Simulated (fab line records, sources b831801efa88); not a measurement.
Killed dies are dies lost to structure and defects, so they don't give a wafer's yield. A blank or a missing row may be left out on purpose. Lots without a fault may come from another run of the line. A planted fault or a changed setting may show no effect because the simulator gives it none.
fab line records | flow gf180mcu | part 1 of 2: steps 1 to 25 of 35
record lots=5 wafers=15 last_day=33
route steps=602 shown VT_IMPLANT@119 MVSD@136 NWELL@137 LVPWELL@138 MVPSD@139 DUAL_GATE@141
lots that met no fault: from a run of the same line without faults
start_h: hours from the record's first day to the start of the lot's first wafer shown | wait_h: hours since the lot's step before | " the same as in the row above | L1.1+2: a row that stands for several wafers | - no value, or no start given | * or withheld: withheld | < > ~ a bound
route shown NAME@n: a module of which the file shows steps, and the number in the route of the first | usual: mean/standard deviation of fault-free wafers | same: alike in all rows | chamber/n: place in a boat | sites: the reading at each site | _std_site: their standard deviation | _edge_site: outer sites' mean less inner sites' | radius_mm: how far each site lies from the wafer's centre | mask NAME#n: copy n | behind: the tool/chamber that last shaped the wafer | hold: why the lot was held/for how many hours/how that ended | device: the transistor (n, p or np) that didn't switch | end of line: the same wafers' tests at the end of the route | a step without rows: its recipe alone | killed: dies lost to structure and defects at the first sort, not the wafer's yield | map: a wafer's dies, x killed, . not, _ none there
set.NAME: the setting as run; set.NAME@STEP: as run at that earlier step | model.NAME: the simulator's own value behind a step, which no gauge read
lots at some steps of the route; a table a step, a row a wafer
services: from which hour (start_h, from the record's first day; less than 0 if before it) a tool's chamber was out of use, for how many hours, and why
## steps
# step GF_VT_IMPLANT_OVL_MEAS_29
# usual VT_IMPLANT_02_OVL=-0.3/1.5
# columns lot.wafer tool chamber start_h wait_h VT_IMPLANT_02_OVL[nm]
L081.1 overlay-01 - 192.68 0.1 -0.4
L081.3 " - " " 0.7
L081.6 " - " " 1.4
L083.1 overlay-02 - 206.73 0.1 -1.0
L083.3 " - " " 0.3
L083.4 " - " " 0.9
L087.2 overlay-01 - 229.08 0.1 -0.1
L087.3 " - " " -0.4
L087.6 " - " " -1.4
L089.1 overlay-01 - 236.23 0.1 1.8
L089.4 " - " " 1.6
L089.6 " - " " 0.1
L093.2 overlay-01 - 269.73 0.1 2.8
L093.3 " - " " 0.1
L093.4 " - " " 2.6
# step GF_VT_IMPLANT_IMPLANT_30
# recipe species=B energy_kev=25 dose_cm2=2.534e+12 tilt_deg=7
# columns lot.wafer tool chamber start_h wait_h
L081.1+3+6 implanter-04 0 192.72 0.0
L083.1+3+4 implanter-03 0 206.76 0.0
L087.2+3+6 implanter-03 0 229.14 0.0
L089.1+4+6 implanter-04 0 236.26 0.0
L093.2+3+4 implanter-03 0 269.79 0.0
# step GF_VT_IMPLANT_STRIP_31
# recipe chemistry=O2/N2 power_w=1400 pressure_mtorr=1500 platen_temp_c=250 o2_flow_sccm=3000 n2_flow_sccm=300 overash_fraction=0.5
# usual drypump_motor_current_A=5.7/0.42 heater_power_w=336/45 oes_product_au=0.716/0.005 platen_temp_c=249.99/0.16 strip_time_to_endpoint_s=12.64/0.037
# columns lot.wafer tool chamber start_h wait_h drypump_motor_current_A heater_power_w oes_product_au platen_temp_c rf_hours_counter_h strip_time_to_endpoint_s
L081.1 plasma_asher-03 0 192.87 0.1 5.5 359 0.705 249.63 56 12.68
L081.3 " 1 " " 5.1 360 0.722 249.74 - 12.65
L081.6 " 1 " " 5.1 352 0.717 249.98 - 12.65
L083.1 plasma_asher-03 1 206.91 0.1 5.1 350 0.722 249.65 57 12.64
L083.3 " 1 " " 5.1 364 0.723 249.87 - 12.62
L083.4 " 0 " " 5.5 349 0.719 250.08 - 12.66
L087.2 plasma_asher-03 1 229.26 0.1 5.1 354 0.709 250.11 60 12.62
L087.3 " 1 " " 5.1 357 0.710 250.18 - 12.64
L087.6 " 1 " " 5.1 356 0.710 250.29 - 12.67
L089.1 plasma_asher-04 1 236.41 0.1 6.3 270 0.716 250.15 58 12.54
L089.4 " 0 " " 5.6 353 0.719 249.91 - 12.55
L089.6 " 0 " " 5.5 347 0.710 250.00 - 12.57
L093.2 plasma_asher-04 0 269.91 0.1 5.6 352 0.715 250.07 62 12.65
L093.3 " 1 " " 6.3 272 0.712 249.98 - 12.68
L093.4 " 0 " " 5.6 354 0.717 250.00 - 12.61
# step GF_VT_IMPLANT_TW_MEAS_32
# usual VT_IMPLANT_3_TW=269.4/2.4
# columns lot.wafer tool chamber start_h wait_h VT_IMPLANT_3_TW
L081.1 film_metro-01 - 192.97 0.1 272.4
L081.3 " - " " 272.4
L081.6 " - " " 272.0
L083.1 film_metro-02 - 207.01 0.1 268.0
L083.3 " - " " 268.5
L083.4 " - " " 267.1
L087.2 film_metro-02 - 229.37 0.1 267.1
L087.3 " - " " 267.6
L087.6 " - " " 267.9
L089.1 film_metro-01 - 236.51 0.1 269.9
L089.4 " - " " 270.4
L089.6 " - " " 271.6
L093.2 film_metro-01 - 270.02 0.1 271.5
L093.3 " - " " 269.6
L093.4 " - " " 270.7
# step GF_VT_IMPLANT_DEHYDRATE_33
# recipe temp_c=200 time_s=60
# usual resist_line_temp_C=23.00/0.11
# columns lot.wafer tool chamber start_h wait_h resist_line_temp_C
L081.1 litho_track-04 0 200.93 8.0 22.99
L081.3 " 0 " " 22.98
L081.6 " 0 " " 22.84
L083.1 litho_track-02 0 215.31 8.3 22.94
L083.3 " 0 " " 22.86
L083.4 " 0 " " 22.87
L087.2 litho_track-03 0 237.50 8.1 22.93
L087.3 " 0 " " 22.86
L087.6 " 0 " " 23.06
L089.1 litho_track-03 0 244.73 8.2 23.07
L089.4 " 0 " " 23.12
L089.6 " 0 " " 22.88
L093.2 litho_track-03 0 279.85 9.8 22.86
L093.3 " 0 " " 22.86
L093.4 " 0 " " 22.81
# step GF_VT_IMPLANT_HMDS_34
# recipe prime_time_s=60 prime_temp_c=120
# usual resist_line_temp_C=22.99/0.1
# columns lot.wafer tool chamber start_h wait_h resist_line_temp_C
L081.1 litho_track-04 0 201.08 0.1 22.89
L081.3 " 0 " " 22.85
L081.6 " 0 " " 22.86
L083.1 litho_track-02 0 215.46 0.1 23.01
L083.3 " 0 " " 22.94
L083.4 " 0 " " 23.17
L087.2 litho_track-03 0 237.65 0.1 22.89
L087.3 " 0 " " 22.92
L087.6 " 0 " " 23.05
L089.1 litho_track-03 0 244.88 0.1 23.04
L089.4 " 0 " " 23.02
L089.6 " 0 " " 22.92
L093.2 litho_track-03 0 280.00 0.1 22.96
L093.3 " 0 " " 22.93
L093.4 " 0 " " 22.99
# step GF_VT_IMPLANT_COAT_35
# recipe resist=NOVOLAK spin_rpm=3000 resist_thk_nm=1000
# usual resist_line_temp_C=22.99/0.098
# columns lot.wafer tool chamber start_h wait_h resist_line_temp_C
L081.1 litho_track-04 0 201.23 0.1 23.06
L081.3 " 0 " " 22.95
L081.6 " 0 " " 23.15
L083.1 litho_track-02 0 215.61 0.1 22.97
L083.3 " 0 " " 23.11
L083.4 " 0 " " 23.03
L087.2 litho_track-03 0 237.80 0.1 23.00
L087.3 " 0 " " 23.06
L087.6 " 0 " " 23.17
L089.1 litho_track-03 0 245.03 0.1 23.09
L089.4 " 0 " " 23.03
L089.6 " 0 " " 22.90
L093.2 litho_track-03 0 280.15 0.1 23.11
L093.3 " 0 " " 23.02
L093.4 " 0 " " 22.99
# step GF_VT_IMPLANT_SOFTBAKE_36
# recipe temp_c=90 time_s=60 resist=NOVOLAK
# usual resist_line_temp_C=22.99/0.097
# columns lot.wafer tool chamber start_h wait_h resist_line_temp_C
L081.1 litho_track-04 0 201.38 0.1 23.00
L081.3 " 0 " " 22.90
L081.6 " 0 " " 22.96
L083.1 litho_track-02 0 215.76 0.1 23.05
L083.3 " 0 " " 22.98
L083.4 " 0 " " 23.06
L087.2 litho_track-03 0 237.95 0.1 23.03
L087.3 " 0 " " 23.20
L087.6 " 0 " " 22.90
L089.1 litho_track-03 0 245.18 0.1 22.98
L089.4 " 0 " " 22.98
L089.6 " 0 " " 23.01
L093.2 litho_track-03 0 280.30 0.1 22.90
L093.3 " 0 " " 22.98
L093.4 " 0 " " 22.95
# step GF_VT_IMPLANT_EXPOSE_37
# recipe mask_id=Nwell_HV_AREA target_cd_nm=860 na=0.6 source_shape=conventional sigma_outer=0.6 dose_mj=140
# usual reticle_temp_C=23.02/0.098
# columns lot.wafer tool chamber start_h wait_h mask reticle_temp_C
L081.1 iline_stepper-02 0 - - Nwell_HV_AREA#0 23.07
L081.3 " 0 " " Nwell_HV_AREA#0 23.23
L081.6 " 0 " " Nwell_HV_AREA#0 23.00
L083.1 iline_stepper-02 0 - - Nwell_HV_AREA#0 23.01
L083.3 " 0 " " Nwell_HV_AREA#0 22.97
L083.4 " 0 " " Nwell_HV_AREA#0 23.04
L087.2 iline_stepper-02 0 - - Nwell_HV_AREA#0 23.09
L087.3 " 0 " " Nwell_HV_AREA#0 23.10
L087.6 " 0 " " Nwell_HV_AREA#0 22.96
L089.1 iline_stepper-02 0 - - Nwell_HV_AREA#0 22.92
L089.4 " 0 " " Nwell_HV_AREA#0 23.01
L089.6 " 0 " " Nwell_HV_AREA#0 23.18
L093.2 iline_stepper-02 0 - - Nwell_HV_AREA#0 23.17
L093.3 " 0 " " Nwell_HV_AREA#0 23.16
L093.4 " 0 " " Nwell_HV_AREA#0 23.13
# step GF_VT_IMPLANT_PEB_38
# recipe temp_c=withheld time_s=* resist=NOVOLAK
# usual resist_line_temp_C=*
# columns lot.wafer tool chamber start_h wait_h resist_line_temp_C
L081.1 litho_track-02 0 - - *
L081.3 " 0 " " *
L081.6 " 0 " " *
L083.1 litho_track-02 0 - - *
L083.3 " 0 " " *
L083.4 " 0 " " *
L087.2 litho_track-02 0 - - *
L087.3 " 0 " " *
L087.6 " 0 " " *
L089.1 litho_track-04 0 - - *
L089.4 " 0 " " *
L089.6 " 0 " " *
L093.2 litho_track-04 0 - - *
L093.3 " 0 " " *
L093.4 " 0 " " *
# step GF_VT_IMPLANT_DEVELOP_39
# recipe develop_time_s=60 dev_temp_c=23
# usual resist_line_temp_C=23.01/0.11
# columns lot.wafer tool chamber start_h wait_h resist_line_temp_C
L081.1 litho_track-02 0 209.86 0.1 22.97
L081.3 " 0 " " 23.06
L081.6 " 0 " " 22.85
L083.1 litho_track-02 0 224.26 0.1 22.94
L083.3 " 0 " " 22.92
L083.4 " 0 " " 23.08
L087.2 litho_track-02 0 246.93 0.1 23.02
L087.3 " 0 " " 22.88
L087.6 " 0 " " 23.03
L089.1 litho_track-04 0 254.93 0.1 23.03
L089.4 " 0 " " 22.90
L089.6 " 0 " " 22.91
L093.2 litho_track-04 0 290.06 0.1 23.27
L093.3 " 0 " " 23.13
L093.4 " 0 " " 23.23
# step GF_VT_IMPLANT_OVL_MEAS_40
# usual VT_IMPLANT_03_OVL=-0.2/1.5
# columns lot.wafer tool chamber start_h wait_h VT_IMPLANT_03_OVL[nm]
L081.1 overlay-01 - 210.01 0.1 -1.3
L081.3 " - " " -2.4
L081.6 " - " " -0.7
L083.1 overlay-01 - 224.41 0.1 -0.6
L083.3 " - " " 0.6
L083.4 " - " " -1.2
L087.2 overlay-02 - 247.06 0.1 -0.3
L087.3 " - " " -1.1
L087.6 " - " " 2.3
L089.1 overlay-01 - 255.08 0.1 -2.5
L089.4 " - " " 1.0
L089.6 " - " " 0.9
L093.2 overlay-02 - 290.19 0.1 0.3
L093.3 " - " " -0.2
L093.4 " - " " -0.8
# step GF_VT_IMPLANT_IMPLANT_41
# recipe species=As energy_kev=70 dose_cm2=1.013e+12 tilt_deg=7
# columns lot.wafer tool chamber start_h wait_h
L081.1+3+6 implanter-01 0 210.04 0.0
L083.1+3+4 implanter-01 0 224.44 0.0
L087.2+3+6 implanter-03 0 247.12 0.0
L089.1+4+6 implanter-01 0 255.12 0.0
L093.2+3+4 implanter-03 0 290.24 0.0
# step GF_VT_IMPLANT_STRIP_42
# recipe chemistry=O2/N2 power_w=1400 pressure_mtorr=1500 platen_temp_c=250 o2_flow_sccm=3000 n2_flow_sccm=300 overash_fraction=0.5
# usual drypump_motor_current_A=5.8/0.41 heater_power_w=332/47 oes_product_au=0.716/0.0042 platen_temp_c=250.03/0.19 strip_time_to_endpoint_s=12.64/0.031
# columns lot.wafer tool chamber start_h wait_h drypump_motor_current_A heater_power_w oes_product_au platen_temp_c rf_hours_counter_h strip_time_to_endpoint_s
L081.1 plasma_asher-03 1 210.19 0.1 5.1 356 0.722 249.93 58 12.63
L081.3 " 0 " " 5.4 348 0.709 250.06 - 12.61
L081.6 " 0 " " 5.4 340 0.720 250.37 - 12.65
L083.1 plasma_asher-04 1 224.59 0.1 6.2 276 0.714 250.04 57 12.59
L083.3 " 1 " " 6.3 278 0.718 249.92 - 12.63
L083.4 " 0 " " 5.6 342 0.715 249.96 - 12.63
L087.2 plasma_asher-02 1 247.24 0.1 6.2 289 0.719 249.79 14 12.67
L087.3 " 1 " " 6.2 286 0.717 250.16 - 12.66
L087.6 " 1 " " 6.2 293 0.713 249.74 - 12.63
L089.1 plasma_asher-04 1 255.27 0.1 6.3 270 0.710 250.28 60 12.69
L089.4 " 0 " " 5.6 345 0.719 249.95 - 12.67
L089.6 " 0 " " 5.5 340 0.712 249.80 - 12.64
L093.2 plasma_asher-02 0 290.37 0.1 5.9 402 0.710 250.13 20 12.64
L093.3 " 1 " " 6.2 292 0.714 250.16 - 12.67
L093.4 " 0 " " 5.9 414 0.717 249.93 - 12.62
# step GF_VT_IMPLANT_TW_MEAS_43
# usual VT_IMPLANT_4_TW=693/5.8
# columns lot.wafer tool chamber start_h wait_h VT_IMPLANT_4_TW
L081.1 film_metro-01 - 210.29 0.1 700
L081.3 " - " " 700
L081.6 " - " " 705
L083.1 film_metro-02 - 224.69 0.1 687
L083.3 " - " " 685
L083.4 " - " " 686
L087.2 film_metro-01 - 247.35 0.1 700
L087.3 " - " " 697
L087.6 " - " " 700
L089.1 film_metro-01 - 255.37 0.1 701
L089.4 " - " " 699
L089.6 " - " " 693
L093.2 film_metro-01 - 290.48 0.1 695
L093.3 " - " " 694
L093.4 " - " " 693
# step GF_VT_IMPLANT_CLEAN_44
# recipe chemistry=SC1/SC2 mix=1:4:20 temp_c=70 time_s=150 dry=n2_spin
# usual bath_heat_duty_pct=13.9/1.2
# columns lot.wafer tool chamber start_h wait_h bath_heat_duty_pct
L081.1 wet_bench-02 2 210.35 0.1 13.6
L081.3 " 2 " " 15.2
L081.6 " 2 " " 14.4
L083.1 wet_bench-01 0 224.75 0.1 14.7
L083.3 " 0 " " 14.0
L083.4 " 0 " " 12.5
L087.2 wet_bench-01 3 247.40 0.0 13.0
L087.3 " 3 " " 12.2
L087.6 " 3 " " 13.0
L089.1 wet_bench-04 3 255.43 0.1 15.4
L089.4 " 3 " " 15.4
L089.6 " 3 " " 14.4
L093.2 wet_bench-01 0 290.53 0.0 14.5
L093.3 " 0 " " 13.1
L093.4 " 0 " " 14.9
# step GF_VT_IMPLANT_RTA_45
# recipe temp_c=1050 time_s=30 ambient=N2
# usual lamp_power_pct=35.6/0.81 wafer_temp_C_max=1053.9/1.2
# columns lot.wafer tool chamber start_h wait_h lamp_power_pct wafer_temp_C_max
L081.1 rtp_anneal-02 0 210.40 0.0 36.6 1055.3
L081.3 " 0 " " 36.6 1054.7
L081.6 " 0 " " 36.6 1053.9
L083.1 rtp_anneal-02 0 224.80 0.0 36.6 1054.1
L083.3 " 0 " " 36.6 1055.1
L083.4 " 0 " " 36.6 1053.9
L087.2 rtp_anneal-02 0 247.47 0.0 36.6 1053.9
L087.3 " 0 " " 36.5 1055.0
L087.6 " 0 " " 36.7 1055.2
L089.1 rtp_anneal-02 0 255.53 0.0 36.6 1056.2
L089.4 " 0 " " 36.6 1056.2
L089.6 " 0 " " 36.6 1055.6
L093.2 rtp_anneal-02 0 290.59 0.0 36.6 1056.3
L093.3 " 0 " " 36.6 1055.1
L093.4 " 0 " " 36.6 1054.0
# step GF_VT_IMPLANT_RS_MEAS_46
# recipe thk_meas_gauge=four-point-probe
# usual MVSD_RS=456.7/1.6
# columns lot.wafer tool chamber start_h wait_h MVSD_RS[ohm/sq]
L081.1 film_metro-01 - 210.50 0.1 457.0
L081.3 " - " " 456.6
L081.6 " - " " 456.6
L083.1 film_metro-03 - 224.90 0.1 456.9
L083.3 " - " " 454.6
L083.4 " - " " 455.4
L087.2 film_metro-04 - 247.58 0.1 459.4
L087.3 " - " " 459.5
L087.6 " - " " 459.9
L089.1 film_metro-03 - 255.63 0.1 456.4
L089.4 " - " " 457.0
L089.6 " - " " 456.8
L093.2 film_metro-01 - 290.70 0.1 454.3
L093.3 " - " " 453.8
L093.4 " - " " 454.2
# step GF_VT_IMPLANT_RS_MEAS_47
# recipe thk_meas_gauge=four-point-probe
# usual NWELL_RS=488.1/1.7
# columns lot.wafer tool chamber start_h wait_h NWELL_RS[ohm/sq]
L081.1 film_metro-01 - 210.62 0.1 488.0
L081.3 " - " " 488.9
L081.6 " - " " 486.9
L083.1 film_metro-03 - 225.02 0.1 487.2
L083.3 " - " " 487.4
L083.4 " - " " 487.0
L087.2 film_metro-04 - 247.70 0.1 491.0
L087.3 " - " " 491.6
L087.6 " - " " 491.6
L089.1 film_metro-03 - 255.75 0.1 489.2
L089.4 " - " " 489.5
L089.6 " - " " 489.2
L093.2 film_metro-01 - 290.82 0.1 486.3
L093.3 " - " " 487.2
L093.4 " - " " 488.4
# step GF_VT_IMPLANT_RS_MEAS_48
# recipe thk_meas_gauge=four-point-probe
# usual LVPWELL_RS=1197/3.7
# columns lot.wafer tool chamber start_h wait_h LVPWELL_RS[ohm/sq]
L081.1 film_metro-01 - 210.74 0.1 1192
L081.3 " - " " 1192
L081.6 " - " " 1193
L083.1 film_metro-03 - 225.14 0.1 1195
L083.3 " - " " 1196
L083.4 " - " " 1196
L087.2 film_metro-04 - 247.82 0.1 1196
L087.3 " - " " 1198
L087.6 " - " " 1200
L089.1 film_metro-03 - 255.87 0.1 1197
L089.4 " - " " 1192
L089.6 " - " " 1197
L093.2 film_metro-01 - 290.94 0.1 1193
L093.3 " - " " 1192
L093.4 " - " " 1193
# step GF_VT_IMPLANT_RS_MEAS_49
# recipe thk_meas_gauge=four-point-probe
# usual MVPSD_RS=1169/3.5
# columns lot.wafer tool chamber start_h wait_h MVPSD_RS[ohm/sq]
L081.1 film_metro-01 - 210.86 0.1 1171
L081.3 " - " " 1169
L081.6 " - " " 1171
L083.1 film_metro-03 - 225.26 0.1 1168
L083.3 " - " " 1169
L083.4 " - " " 1167
L087.2 film_metro-04 - 247.94 0.1 1175
L087.3 " - " " 1176
L087.6 " - " " 1178
L089.1 film_metro-03 - 255.99 0.1 1168
L089.4 " - " " 1169
L089.6 " - " " 1167
L093.2 film_metro-01 - 291.06 0.1 1169
L093.3 " - " " 1163
L093.4 " - " " 1168
# step GF_VT_IMPLANT_WET_ETCH_50
# recipe chemistry=dHF target_depth_nm=20 target=SiO2 temp_c=25 dilution=100:1 time_s=400
# usual bath_heat_duty_pct=6.5/0.69
# columns lot.wafer tool chamber start_h wait_h bath_heat_duty_pct
L081.1 wet_bench-01 3 210.98 0.1 5.9
L081.3 " 3 " " 5.4
L081.6 " 3 " " 5.7
L083.1 wet_bench-04 3 225.38 0.1 6.7
L083.3 " 3 " " 6.8
L083.4 " 3 " " 6.9
L087.2 wet_bench-02 3 248.04 0.1 6.6
L087.3 " 3 " " 7.8
L087.6 " 3 " " 7.1
L089.1 wet_bench-04 3 256.11 0.1 7.9
L089.4 " 3 " " 7.3
L089.6 " 3 " " 6.9
L093.2 wet_bench-02 0 291.16 0.1 5.7
L093.3 " 0 " " 7.4
L093.4 " 0 " " 6.0
# step GF_DUAL_GATE_CLEAN_00
# recipe chemistry=SC1/SC2 mix=1:4:20 temp_c=70 time_s=150
# usual bath_heat_duty_pct=13.6/1.1
# columns lot.wafer tool chamber start_h wait_h bath_heat_duty_pct
L081.1 wet_bench-02 2 211.11 0.0 13.6
L081.3 " 2 " " 13.5
L081.6 " 2 " " 15.0
L083.1 wet_bench-01 2 225.51 0.0 11.4
L083.3 " 2 " " 10.9
L083.4 " 2 " " 11.2
L087.2 wet_bench-01 3 248.16 0.0 12.6
L087.3 " 3 " " 13.7
L087.6 " 3 " " 13.3
L089.1 wet_bench-02 1 256.35 0.0 12.5
L089.4 " 1 " " 12.4
L089.6 " 1 " " 13.1
L093.2 wet_bench-04 0 291.28 0.0 15.9
L093.3 " 0 " " 14.1
L093.4 " 0 " " 15.4
# step GF_DUAL_GATE_CLEAN_01
# recipe chemistry=dHF time_s=20 dilution=100:1 dry=ipa_marangoni
# columns lot.wafer tool chamber start_h wait_h
L081.1+3+6 wet_bench-01 0 211.16 0.0
L083.1+3+4 wet_bench-04 0 225.56 0.0
L087.2+3+6 wet_bench-02 0 248.21 0.0
L089.1+4+6 wet_bench-04 0 256.40 0.0
L093.2+3+4 wet_bench-02 2 291.33 0.0
# step GF_DUAL_GATE_OXIDATION_02
# recipe temp_c=900 ambient=O2 stabilise_s=600 purge_s=300 target_thk_a=108.87 ox_time_s=1602
# usual spike_tc_bottom_C=921.5/1.4 spike_tc_lower_C=899.7/0.97 spike_tc_top_C=910/3.5 zone_power_lower_pct=19.1/2.7
# columns lot.wafer tool chamber start_h wait_h spike_tc_bottom_C spike_tc_lower_C spike_tc_top_C zone_power_lower_pct
L081.1 furnace-02 0 212.17 1.0 922.2 899.5 905 21.5
L081.3 " 0 " " 920.6 898.7 906 21.5
L081.6 " 0 " " 918.9 900.5 908 21.3
L083.1 furnace-02 0 229.86 4.3 921.1 898.2 908 21.7
L083.3 " 0 " " 921.5 900.4 907 21.4
L083.4 " 0 " " 919.5 899.0 909 21.1
L087.2 furnace-02 0 248.22 0.0 920.5 900.1 908 21.1
L087.3 " 0 " " 920.3 900.5 906 21.5
L087.6 " 0 " " 919.0 900.1 907 21.3
L089.1 furnace-02 0 257.35 0.9 920.6 900.5 907 21.3
L089.4 " 0 " " 920.7 899.8 907 21.4
L089.6 " 0 " " 920.1 900.7 907 21.2
L093.2 furnace-01 0 291.51 0.2 923.0 901.1 914 15.8
L093.3 " 0 " " 922.3 900.3 915 15.7
L093.4 " 0 " " 920.9 901.1 914 16.0
